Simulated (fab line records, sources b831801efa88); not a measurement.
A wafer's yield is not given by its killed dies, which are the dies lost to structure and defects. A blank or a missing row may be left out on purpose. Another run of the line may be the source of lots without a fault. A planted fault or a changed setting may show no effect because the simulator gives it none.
Problem report in the 8D (eight disciplines) form, filled by code || flow sky130 || the parts of the form that need people (team, actions taken, sign-off) are left out

## 1. THE PROBLEM
At SKY_LOCAL_INTERCONNECT_METAL_ETCH_14, bias-w averages 69.20 W over 6 wafers from 2 lots, while fault-free wafers read 48.49 W, standard deviation 0.13. So: +99 or more standard deviations from the usual mean.
The step: etches TiN in Cl2/BCl3, stops on PSG, target depth 110 nm, time 31.4 s.
First observed at day 34 23:20: wafer L358.1, on rie-metal-02. Wafers with a number at this step in the record: 42, from 14 lots. Rule for "out", or "out of limits": more than 4 standard deviations from the usual mean. The rest of the wafers with a number are treated as sound.

## 2. WHAT IT IS, WHAT IT ISN'T
{"question": "which readings at this step", "is": "bias-w", "is not": "drypump-motor-current-A, oes-product-au, throttle-valve-pct"}
{"question": "which lots", "is": "L358, L361", "is not": "L344, L347, L348, L349, L350, L351, L352, L353, L354, L364, L365, L366"}
{"question": "which wafers of those lots", "is": "all that have a number", "is not": "-"}
{"question": "read on which tools", "is": "rie-metal-02", "is not": "rie-metal-03, rie-metal-04"}
{"question": "when", "is": "from day 34 23:20", "is not": "up to then (27 sound wafers); but 9 sound wafers of L364, L365, L366 came after"}

## 3. THE SUSPECTS, EACH WITH WHAT RULES IT OUT
Counting: a tool stays on the suspect list if, at a process step up to the reading, it processed all lots that are out and no sound lot following the first of them.
- rie-metal-02 at SKY_LOCAL_INTERCONNECT_METAL_ETCH_14 (etches TiN in Cl2/BCl3, stops on PSG, target depth 110 nm, time 31.4 s): kept. It ran every lot that is out, first L358 (day 34 23:20), and no sound lot after that; its last sound lot up to then is L354 (day 33 11:16). Out on those wafers are its own readings of bias-w.
Left after counting: rie-metal-02 at SKY_LOCAL_INTERCONNECT_METAL_ETCH_14.

## 4. THE CAUSE (what the simulator had put in)
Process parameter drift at SKY_LOCAL_INTERCONNECT_METAL_ETCH_14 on rie-metal-02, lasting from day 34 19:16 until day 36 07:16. Setting bias-w shifted by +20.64 from 48.5. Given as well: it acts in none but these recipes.
The count eliminated every tool but this one.

## 5. SEQUENCE OF EFFECTS, ordered by route
Each row: a reading where the mean over the struck wafers with a number is more than 3 standard deviations away from the usual. Only readings whose record carries a usual standard deviation are examined. hours: median over the lots of the time between each lot's start at the first step of this table that gives one and its start at this step. sigmas: the change, counted in usual standard deviations.
{"hours": 0, "step": "SKY_LOCAL_INTERCONNECT_METAL_ETCH_14", "reading": "bias-w", "usual": "48.49 W", "on struck wafers": 69.20, "change": "+20.71", "sigmas": "+99 or more"}
Process steps it contains:
- SKY_LOCAL_INTERCONNECT_METAL_ETCH_14: etches TiN in Cl2/BCl3, stops on PSG, target depth 110 nm, time 31.4 s.

## 6. HOW IT WOULD HAVE BEEN CAUGHT EARLIER
In this record no reading fell out of limits until day 34 23:20, 4 hours after the fault had begun at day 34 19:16.
